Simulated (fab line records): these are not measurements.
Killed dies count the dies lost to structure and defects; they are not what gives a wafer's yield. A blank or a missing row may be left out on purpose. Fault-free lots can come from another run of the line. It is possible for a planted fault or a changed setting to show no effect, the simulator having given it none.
Which of the tools did it? ; flow gf180mcu ; 14 lots with 42 wafers sampled at 2 steps, on a route of 602 steps

== WHAT THE GAUGES READ, wafer by wafer ==
GF_SAB_OVL_MEAS_10. Usual: SAB_OVL gives -1.7 nm (standard deviation 1.3).
lot;measured;on;SAB_OVL (nm);flag
L842;day 15 03:19;overlay-02;-2.2 1.1 -1.0;
L843;day 15 07:56;overlay-01;-2.7 -2.6 -1.5;
L844;day 15 21:25;overlay-02;-1.5 -0.3 -0.7;
L845;day 16 04:36;overlay-01;-2.2 -4.3 -2.4;
L846;day 17 00:09;overlay-01;-2.5 -3.4 -3.2;
L847;day 17 12:00;overlay-01;-1.0 -1.2 -2.8;
L849;day 17 20:10;overlay-02;-1.8 -3.7 -3.4;
L852;day 18 21:50;overlay-01;0.8 -1.8 -1.0;
L853;day 19 06:27;overlay-01;-2.0 -2.0 -2.7;
L856;day 20 07:41;overlay-01;-0.4 -0.9 -2.8;
L858;day 20 23:09;overlay-01;-2.3 -3.9 -5.5;
L859;day 21 08:15;overlay-02;-1.9 1.8 0.3;
L864;day 22 21:51;overlay-02;0.3 -1.0 0.4;
L865;day 23 17:46;overlay-02;-3.0 0.3 -0.4;

== WHICH TOOL RAN EACH LOT (tool, then ch and the chambers of the sampled wafers, then the start) ==
lot;GF_SAB_CVD_00
L842;pecvd-04 ch 1,2, day 14 06:54
L843;pecvd-04 ch 1,2, day 14 10:25
L844;pecvd-01 ch 0,1,2, day 15 00:02
L845;pecvd-04 ch 0,2, day 15 07:04
L846;pecvd-01 ch 0,1,2, day 16 02:34
L847;pecvd-03 ch 1,2, day 16 14:04
L849;pecvd-01 ch 1,2, day 16 21:43
L852;pecvd-04 ch 0,1,2, day 17 22:37
L853;pecvd-01 ch 1,2, day 18 06:19
L856;pecvd-01 ch 1,2, day 19 07:37
L858;pecvd-03 ch 0,2, day 19 23:13
L859;pecvd-04 ch 0,1,2, day 20 08:07
L864;pecvd-04 ch 0,2, day 21 23:02
L865;pecvd-01 ch 1,2, day 22 19:25
- GF_SAB_CVD_00: deposits SiO2 from TEOS, target thk 50 nm, time 4.9302 s.

== AS READ BY THE TOOLS THEMSELVES (means over the sampled wafers that have a number; for cases with no such wafer, the mark the record gives instead) ==
GF_SAB_CVD_00. Usual: heater_power_outer_w 356 W, standard deviation 75; heater_power_w 635 W, standard deviation 100; rf_fwd_power_W 588 W, standard deviation 3.2.
lot;tool;heater_power_outer_w (W);heater_power_w (W);rf_fwd_power_W (W);flag
L842;pecvd-04;459;777;592;
L843;pecvd-04;392;716;591;
L844;pecvd-01;311;580;586;
L845;pecvd-04;478;808;589;
L846;pecvd-01;306;567;585;
L847;pecvd-03;385;633;586;
L849;pecvd-01;321;604;589;
L852;pecvd-04;403;703;591;
L853;pecvd-01;337;607;562;OFF
L856;pecvd-01;322;606;539;OFF
L858;pecvd-03;405;681;587;
L859;pecvd-04;387;694;590;
L864;pecvd-04;330;612;589;
L865;pecvd-01;260;512;586;

== THE ANSWER, worked out from the rows above alone ==
Rule: take the mean of a lot's wafers that have a number; if it is more than 3 standard deviations from the usual mean, the lot is off. A lot without any number at a reading at which 4 lots or more have one is off too. Where the step has rows for the other lots, those lots are counted as sound. The gauges are gone through in route order, then the tools' own readings, and for those a lot's mean is taken as printed above. At the first step where some lot is off, the reading lying furthest off is the one used; lots without a number count as furthest.
Off, at GF_SAB_CVD_00 on rf_fwd_power_W: L853, L856.
If a tool, at that step or one of the process steps before it, ran each lot that is off and ran no sound lot following the first of them, it fits. None of those tried fits.

== WHAT HAD BEEN PUT IN BY THE SIMULATOR ==
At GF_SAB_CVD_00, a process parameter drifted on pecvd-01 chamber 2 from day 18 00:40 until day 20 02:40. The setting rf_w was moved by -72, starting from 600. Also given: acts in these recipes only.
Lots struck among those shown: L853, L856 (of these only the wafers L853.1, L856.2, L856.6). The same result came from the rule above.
